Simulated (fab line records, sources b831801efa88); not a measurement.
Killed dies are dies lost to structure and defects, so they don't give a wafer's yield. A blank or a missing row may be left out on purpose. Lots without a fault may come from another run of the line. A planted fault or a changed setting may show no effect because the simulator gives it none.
Which tool did it? | flow sky130 | 11 lots, 33 wafers sampled, at 4 steps of a route of 708

WHAT THE GAUGES READ, wafer by wafer
SKY_VIA1_THK_MEAS_01.
lot  | measured     | on            | VIA1_HDPCVD_THK (nm)
L856 | day 32 10:04 | film_metro-01 | 1013 1028 1011
L858 | day 33 16:17 | film_metro-01 | 1033 1041 1034
L859 | day 34 01:52 | film_metro-03 | 1017 1034 1025
L860 | day 34 04:56 | film_metro-03 | 1030 1030 1031
L861 | day 34 10:43 | film_metro-03 | 1039 1040 1040
L869 | day 37 02:44 | film_metro-04 | 1015 1033 1020
L872 | day 38 02:22 | film_metro-03 | 1033 1029 1032
L873 | day 38 11:08 | film_metro-03 | 1020 1037 1039
L874 | day 38 19:25 | film_metro-04 | 1039 1036 1050
L876 | day 39 06:13 | film_metro-01 | 1021 1032 1028
L878 | day 39 15:32 | film_metro-04 | 1026 1042 1034

WHICH TOOL RAN EACH LOT (tool, then ch and the chambers of the sampled wafers, then the start)
lot  | SKY_CONTACT_CMP_27            | SKY_METAL1_ETCH_18                | SKY_METAL1_STRIP_20
L856 | cmp-02 ch 0,2,3, day 31 04:56 | rie_metal-01 ch 0,1, day 32 09:07 | plasma_asher-04 ch 0,1, day 32 09:16
L858 | cmp-01 ch 0,2,3, day 32 11:19 | rie_metal-03 ch 0,1, day 33 15:25 | plasma_asher-04 ch 0,1, day 33 15:34
L859 | cmp-02 ch 0,2, day 32 20:46   | rie_metal-01 ch 0,1, day 34 00:40 | plasma_asher-03 ch 1, day 34 00:49
L860 | cmp-02 ch 0,1,2, day 33 00:38 | rie_metal-02 ch 0,1, day 34 04:04 | plasma_asher-04 ch 0,1, day 34 04:13
L861 | cmp-01 ch 0,1,2, day 33 06:14 | rie_metal-01 ch 0,1, day 34 09:52 | plasma_asher-02 ch 0,1, day 34 10:01
L869 | cmp-01 ch 0,1,3, day 35 23:11 | rie_metal-01 ch 0,1, day 37 01:53 | plasma_asher-04 ch 0,1, day 37 02:02
L872 | cmp-02 ch 0,1,3, day 36 22:34 | rie_metal-02 ch 0, day 38 01:17   | plasma_asher-04 ch 0,1, day 38 01:36
L873 | cmp-02 ch 0,1,2, day 37 07:30 | rie_metal-03 ch 0,1, day 38 10:17 | plasma_asher-02 ch 0,1, day 38 10:26
L874 | cmp-01 ch 1,2,3, day 37 17:01 | rie_metal-01 ch 0,1, day 38 18:34 | plasma_asher-02 ch 0,1, day 38 18:43
L876 | cmp-01 ch 0,1, day 38 03:28   | rie_metal-03 ch 0,1, day 39 05:19 | plasma_asher-02 ch 1, day 39 05:28
L878 | cmp-02 ch 2,3, day 38 14:34   | rie_metal-02 ch 0,1, day 39 14:40 | plasma_asher-02 ch 0,1, day 39 14:49
- SKY_CONTACT_CMP_27: polishes, stops on SiO2, t overpolish 15 s, target thk 0 nm.
- SKY_METAL1_ETCH_18: etches BARC in N2/H2, stops on SiO2, time 45.9 s, target depth 60 nm.
- SKY_METAL1_STRIP_20: strips in O2/N2.

THE ANSWER, worked out from the rows above alone
Rule: what is usual is taken from the lots themselves. Put in order of their means at a reading, lots are off if they are a third of the lots or fewer, leave a main group of 4 or more, and stand apart from it by a gap of 3 or more times the standard deviation of the main group's means; of several such gaps the widest counts. A main group whose means are all the same, to the digits that the tables above print for the reading, isn't used. A lot without any number at a reading at which 4 lots or more have one is off too. The other lots that the step has rows for count as sound.
No lot is off at any reading shown: from this, nothing can be told.

WHAT THE SIMULATOR HAD PUT IN
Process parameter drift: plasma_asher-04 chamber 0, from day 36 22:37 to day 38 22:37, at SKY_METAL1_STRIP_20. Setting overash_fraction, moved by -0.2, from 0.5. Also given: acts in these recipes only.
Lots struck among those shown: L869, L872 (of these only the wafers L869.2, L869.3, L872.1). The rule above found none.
